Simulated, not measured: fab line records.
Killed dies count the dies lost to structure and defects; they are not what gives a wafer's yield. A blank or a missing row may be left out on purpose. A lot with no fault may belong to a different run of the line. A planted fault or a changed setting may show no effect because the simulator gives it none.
Problem report, 8D (eight disciplines) form, completed by code | flow sky130 | the parts of the form that need people (team, actions taken, sign-off) are left out

1. THE ISSUE
Mean of run-length-s at SKY_METAL4_ETCH_16: 95.6 s across 2 wafers in 2 lots; on wafers with no fault it is 116.2 s (standard deviation 0.44). Measured from the usual mean, that is -47 standard deviations.
The step: etches BARC in N2/H2, stops on SiO2, time 88.2 s, target depth 60 nm.
First observed at day 43 13:01: wafer L334.2, on rie-metal-01. At this step, 18 wafers from 6 lots have a number in the record. Rule for "out" (also "out of limits"): further than 4 standard deviations from the usual mean. The other wafers with a number count as sound.

2. WHAT IT IS; WHAT IT IS NOT
question                    | is                           | is not
which readings at this step | run-length-s, oes-product-au | drypump-motor-current-A, throttle-valve-pct
which lots                  | L334, L335                   | L327, L339, L342, L346
which wafers of those lots  | L334.2, L335.2               | L334.1, L334.5, L335.1, L335.5
read on which tools         | rie-metal-01                 | rie-metal-02, rie-metal-03
when                        | from day 43 13:01            | up to then (5 sound wafers); but 11 sound wafers of L335, L339, L342, L346 came after

3. THE SUSPECTS, EACH WITH WHAT RULES IT OUT
Counting: if a tool at a process step up to the reading ran every lot that is out, it stays a suspect. Sound lots after the first of them don't rule it out here, since some wafers of a struck lot are sound.
- rie-metal-01 at SKY_METAL4_DESCUM_15 (chemistry O2, time 8 s): kept. It ran every lot that is out, first L334 (day 43 12:59).
- rie-metal-01 at SKY_METAL4_ETCH_16 (etches BARC in N2/H2, stops on SiO2, time 88.2 s, target depth 60 nm): kept. It ran every lot that is out, first L334 (day 43 13:01). Its own oes-product-au, run-length-s readings are out on those wafers.
Left after counting: rie-metal-01 at SKY_METAL4_DESCUM_15, rie-metal-01 at SKY_METAL4_ETCH_16.

4. THE CAUSE (what the simulator had put in)
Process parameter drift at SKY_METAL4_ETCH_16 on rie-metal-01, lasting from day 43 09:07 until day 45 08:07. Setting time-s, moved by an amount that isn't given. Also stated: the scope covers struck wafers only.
Of the 2 suspects that counting leaves, this tool is one.

5. THE CHAIN OF EFFECTS, in route order
Rows list readings where the struck wafers' mean (over those with a number) sits beyond 3 standard deviations from the usual. Scope: only readings with a usual standard deviation given in the record; hours: median across lots of the time from each lot's start at the first step in this table that gives one to its start at this step; sigmas: change in usual standard deviations.
hours | step               | reading        | usual      | on struck wafers | change | sigmas
0     | SKY_METAL4_ETCH_16 | oes-product-au | 0.626 a.u. | 0.766            | +0.140 | +30
0     | SKY_METAL4_ETCH_16 | run-length-s   | 116.2 s    | 95.6             | -20.6  | -47
The process steps in it:
- SKY_METAL4_ETCH_16: etches BARC in N2/H2, stops on SiO2, time 88.2 s, target depth 60 nm.

6. HOW IT WOULD HAVE BEEN CAUGHT EARLIER
In this record the first reading out of limits was taken at day 43 13:01, 4 hours after the fault began at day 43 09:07.
